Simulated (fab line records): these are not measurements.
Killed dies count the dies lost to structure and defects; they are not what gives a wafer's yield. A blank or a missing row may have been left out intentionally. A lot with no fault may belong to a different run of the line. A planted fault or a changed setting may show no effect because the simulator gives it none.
Which tool was responsible? ; flow gf180mcu ; 31 wafers from 11 lots sampled at 4 of the route's 602 steps

WHAT EACH GAUGE READ, for each wafer
GF_VT_IMPLANT_OVL_MEAS_29. Usual: VT_IMPLANT_02_OVL -1.1 nm, standard deviation 1.4.
lot;measured;on;VT_IMPLANT_02_OVL (nm);flag
L318;day 6 22:28;overlay-01;-3.4 -3.1 -2.2;
L319;day 7 05:06;overlay-01;-0.8 -2.8 -1.4;
L320;day 7 11:11;overlay-02;-3.3 -1.6 -1.9;
L323;day 8 06:26;overlay-02;-2.3 -1.4 -2.1;
L325;day 8 19:23;overlay-02;-2.5 -2.7 -3.9;
L326;day 9 04:01;overlay-01;0.1 1.0 -0.8;
L333;day 11 01:39;overlay-02;-1.5 -2.5 -2.9;
L334;day 11 06:17;overlay-02;0.1 1.0;
L335;day 11 18:21;overlay-02;-1.1 -1.4;
L337;day 12 05:46;overlay-01;0.2 1.6 0.6;
L338;day 12 09:53;overlay-01;-1.8 -1.5 0.4;

WHAT TOOL EACH LOT RAN ON (gives the tool, then ch and the chambers of the sampled wafers, and finally the start)
lot;GF_STI_ETCH_14;GF_STI_STRIP_15;GF_VT_IMPLANT_STRIP_09
L318;rie_si-02 ch 0,2,3, day 2 01:46;plasma_asher-02 ch 0,1, day 2 01:50;plasma_asher-04 ch 0,1, day 5 15:49
L319;rie_si-02 ch 0,2,3, day 2 07:28;plasma_asher-01 ch 0,1, day 2 07:34;plasma_asher-02 ch 0,1, day 5 22:38
L320;rie_si-02 ch 1,2,3, day 2 12:06;plasma_asher-01 ch 0,1, day 2 12:10;plasma_asher-02 ch 0,1, day 6 04:40
L323;rie_si-01 ch 0,1, day 3 03:30;plasma_asher-02 ch 0,1, day 3 03:34;plasma_asher-03 ch 0,1, day 6 22:58
L325;rie_si-02 ch 0,2, day 3 14:29;plasma_asher-01 ch 0,1, day 3 14:34;plasma_asher-02 ch 0,1, day 7 10:41
L326;rie_si-01 ch 1,2, day 3 20:33;plasma_asher-04 ch 0,1, day 3 20:37;plasma_asher-03 ch 0,1, day 7 18:16
L333;rie_si-02 ch 0,3, day 5 07:06;plasma_asher-04 ch 0,1, day 5 07:13;plasma_asher-03 ch 0,1, day 9 13:20
L334;rie_si-02 ch 0,2, day 5 12:11;plasma_asher-01 ch 0,1, day 5 12:17;plasma_asher-02 ch 1, day 9 17:43
L335;rie_si-02 ch 0,3, day 5 17:46;plasma_asher-02 ch 0,1, day 5 17:50;plasma_asher-04 ch 0,1, day 10 04:55
L337;rie_si-01 ch 0,1,2, day 6 04:05;plasma_asher-02 ch 0,1, day 6 04:10;plasma_asher-03 ch 0,1, day 10 15:47
L338;rie_si-01 ch 0,3, day 6 10:04;plasma_asher-02 ch 0, day 6 10:08;plasma_asher-02 ch 0, day 10 19:43
- GF_STI_ETCH_14: etches Si in HBr/Cl2/O2, target depth 360 nm, time 102.9 s.
- GF_STI_STRIP_15: strips in O2/N2.
- GF_VT_IMPLANT_STRIP_09: strips in O2/N2.

AS READ BY THE TOOLS THEMSELVES (means over the sampled wafers that have a number; for cases with no such wafer, the mark the record gives instead)
GF_STI_ETCH_14. Usual: O2_flow_sccm 6.002 sccm, standard deviation 0.017; chamber_pressure_mTorr 15.000 mTorr, standard deviation 0.014; drypump_motor_current_A 5.3 A, standard deviation 0.35; oes_product_au 0.996 a.u., standard deviation 0.0086; throttle_valve_pct 25.660 %, standard deviation 0.0098.
lot;tool;O2_flow_sccm (sccm);chamber_pressure_mTorr (mTorr);drypump_motor_current_A (A);oes_product_au (a.u.);throttle_valve_pct (%);flag
L318;rie_si-02;5.997;15.003;5.3;0.992;25.658;
L319;rie_si-02;6.005;15.003;5.2;0.994;25.666;
L320;rie_si-02;6.005;15.000;5.1;0.999;25.666;
L323;rie_si-01;5.985;14.990;6.0;0.998;25.658;
L325;rie_si-02;6.011;14.996;5.5;0.990;25.661;
L326;rie_si-01;6.001;14.994;5.6;0.995;25.662;
L333;rie_si-02;6.019;15.009;5.2;0.918;25.706;OFF
L334;rie_si-02;5.984;14.997;5.4;0.885;25.736;OFF
L335;rie_si-02;6.011;15.004;5.3;0.879;25.748;OFF
L337;rie_si-01;6.023;15.002;5.7;0.998;25.660;
L338;rie_si-01;6.023;15.001;5.8;1.000;25.657;

GF_STI_STRIP_15. Usual: chamber_pressure_mTorr 1500.0 mTorr, standard deviation 1.6; drypump_motor_current_A 5.92 A, standard deviation 0.3; heater_power_w 332 W, standard deviation 26; oes_product_au 0.383 a.u., standard deviation 0.0053; strip_time_to_endpoint_s 3.73 s, standard deviation 0.042.
lot;tool;chamber_pressure_mTorr (mTorr);drypump_motor_current_A (A);heater_power_w (W);oes_product_au (a.u.);strip_time_to_endpoint_s (s);flag
L318;plasma_asher-02;1499.4;6.18;331;0.383;3.71;
L319;plasma_asher-01;1500.6;5.65;320;0.385;3.75;
L320;plasma_asher-01;1499.7;5.71;322;0.387;3.74;
L323;plasma_asher-02;1499.7;6.18;333;0.384;3.74;
L325;plasma_asher-01;1501.3;5.55;341;0.377;3.75;
L326;plasma_asher-04;1498.8;6.09;323;0.389;3.74;
L333;plasma_asher-04;1499.8;6.08;330;0.386;3.84;
L334;plasma_asher-01;1500.2;5.58;336;0.395;3.90;OFF
L335;plasma_asher-02;1499.0;6.18;331;0.394;3.92;OFF
L337;plasma_asher-02;1501.5;6.17;326;0.382;3.73;
L338;plasma_asher-02;1499.9;6.25;335;0.387;3.80;

GF_VT_IMPLANT_STRIP_09. Usual: chamber_pressure_mTorr 1499.8 mTorr, standard deviation 1.3; drypump_motor_current_A 6.09 A, standard deviation 0.21; heater_power_w 340 W, standard deviation 21; oes_product_au 0.715 a.u., standard deviation 0.0046; strip_time_to_endpoint_s 12.64 s, standard deviation 0.036.
lot;tool;chamber_pressure_mTorr (mTorr);drypump_motor_current_A (A);heater_power_w (W);oes_product_au (a.u.);strip_time_to_endpoint_s (s);flag
L318;plasma_asher-04;1499.5;5.97;335;0.717;12.63;
L319;plasma_asher-02;1500.8;6.18;334;0.716;12.61;
L320;plasma_asher-02;1500.7;6.17;329;0.719;12.64;
L323;plasma_asher-03;1501.0;5.98;345;0.716;12.64;
L325;plasma_asher-02;1498.8;6.22;335;0.711;12.70;
L326;plasma_asher-03;1500.1;5.95;352;0.719;12.68;
L333;plasma_asher-03;1499.8;6.14;372;0.716;12.59;
L334;plasma_asher-02;1499.5;6.15;334;0.716;12.61;
L335;plasma_asher-04;1499.4;6.03;334;0.716;12.59;
L337;plasma_asher-03;1500.4;5.96;350;0.713;12.63;
L338;plasma_asher-02;1499.8;6.25;343;0.713;12.65;

THE ANSWER, worked out from the rows above alone
Rule: lot off if the mean of its wafers having a number is beyond 3 standard deviations from the usual mean. A lot without any number at a reading at which 4 lots or more have one is off too. Any other lot the step has rows for is counted as sound. The gauges are gone through in route order, then the tools' own readings, and for those a lot's mean is taken as printed above. The first step at which some lot is off is used, and at that step the reading that is off furthest; a lot without a number counts as furthest.
Off, at GF_STI_ETCH_14 on oes_product_au: L333, L334, L335.
A tool fits if, at that step or a process step before it, it ran every lot that is off, and no sound lot after the first of them. One fits: rie_si-02 at GF_STI_ETCH_14. A fault onset in the window from L325 (day 3 14:29, its last sound lot) to L333 (day 5 07:06, its first lot off) fits.
The tool's own readings at GF_STI_ETCH_14 bear it out: on the lots that are off they differ by more than 5 times the standard deviation of the sound lots' means. oes_product_au reads 0.894 a.u. there against 0.996 a.u. on the sound lots; throttle_valve_pct reads 25.730 % there against 25.661 % on the sound lots.

WHAT THE SIMULATOR PUT IN
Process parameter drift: rie_si-02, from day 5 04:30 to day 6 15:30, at GF_STI_ETCH_14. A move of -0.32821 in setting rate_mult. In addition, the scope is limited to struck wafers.
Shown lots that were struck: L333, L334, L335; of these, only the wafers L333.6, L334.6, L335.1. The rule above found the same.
